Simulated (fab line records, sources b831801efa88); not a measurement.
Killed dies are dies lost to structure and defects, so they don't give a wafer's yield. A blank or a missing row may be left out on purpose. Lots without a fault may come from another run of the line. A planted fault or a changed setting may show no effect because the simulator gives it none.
One fault seen from 2 desks | flow gf180mcu | each desk has only its own numbers; what lay behind them comes last

THE TOOL OWNER'S DESK: litho_track-02
The tool's own readings at GF_MVPSD_DEHYDRATE_00 (time 60 s): means of the sampled wafers that have a number, for each lot that ran on this tool. A lot is out of limits, marked OUT, if its mean lies more than 4 standard deviations from the usual mean; the brackets give that distance.
Columns: A = run_length_s at GF_MVPSD_DEHYDRATE_00, usual 89.07 s
lot  | first seen here | A
L807 | day 5 02:32     | 88.92
L808 | day 5 07:23     | 89.00
L812 | day 6 07:59     | 94.34 (+38) OUT
L814 | day 6 21:46     | 99.82 (+77) OUT
L815 | day 7 01:22     | 99.81 (+77) OUT
L824 | day 9 06:31     | 89.09
L826 | day 9 18:25     | 88.98
This desk's finding: out of limits on L812, L814, L815; first on L812, day 6 07:59 (run_length_s at GF_MVPSD_DEHYDRATE_00). In limits: L807, L808, L824, L826.

THE METROLOGY DESK
What the gauges read, lot by lot, whatever tool the lot ran on: means of the sampled wafers that have a number. A lot is out of limits, marked OUT, if its mean lies more than 4 standard deviations from the usual mean; the brackets give that distance.
Columns: A = STI_OXIDATION_01_THK at GF_STI_THK_MEAS_22, usual 14.96 nm; B = NWELL_OVL at GF_NWELL_OVL_MEAS_07, usual 0.4 nm; C = VT_IMPLANT_OVL at GF_VT_IMPLANT_OVL_MEAS_07, usual 1.1 nm
lot  | first seen here | A     | B    | C
L807 | day 2 08:29     | 14.71 | 1.0  | 2.7
L808 | day 2 14:39     | 15.35 | 0.3  | 0.0
L810 | day 3 00:26     | 14.74 | -2.1 | 1.0
L812 | day 3 10:28     | 14.70 | -0.9 | 1.7
L814 | day 3 22:37     | 14.90 | 1.1  | 0.4
L815 | day 4 02:41     | 14.55 | -0.7 | 0.6
L821 | day 5 09:36     | 14.92 | -1.3 | 0.3
L822 | day 5 14:02     | 15.18 | 0.1  | 1.2
L823 | day 5 18:51     | 15.14 | 1.1  | 1.3
L824 | day 6 01:17     | 14.91 | 1.9  | 1.7
L825 | day 6 05:53     | 14.91 | -1.2 | 0.5
L826 | day 6 11:08     | 15.16 | -0.6 | 3.3
L827 | day 6 17:26     | 15.29 | 0.2  | 2.5
L828 | day 6 22:20     | 15.23 | -0.1 | -0.2
L829 | day 7 02:08     | 14.71 | 3.9  | 1.1
This desk's finding: nothing out of limits on any of the 15 lots.

PUT TOGETHER
The tool owner's desk could have raised an alarm at day 6 07:59, on L812, L814, L815.
The metrology desk saw nothing out of limits.
The metrology desk has L812, L814, L815 on record, within its limits.
Of the lots named, all ran GF_MVPSD_DEHYDRATE_00 on litho_track-02.

WHAT THE SIMULATOR HAD PUT IN
Process parameter drift: litho_track-02, from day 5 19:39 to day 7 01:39, at GF_MVPSD_DEHYDRATE_00. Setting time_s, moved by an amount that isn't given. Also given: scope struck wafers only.
Lots struck among those shown: L812, L814, L815.
Hours from the fault's start to each desk's first reading out of limits: the tool owner's desk, 12.
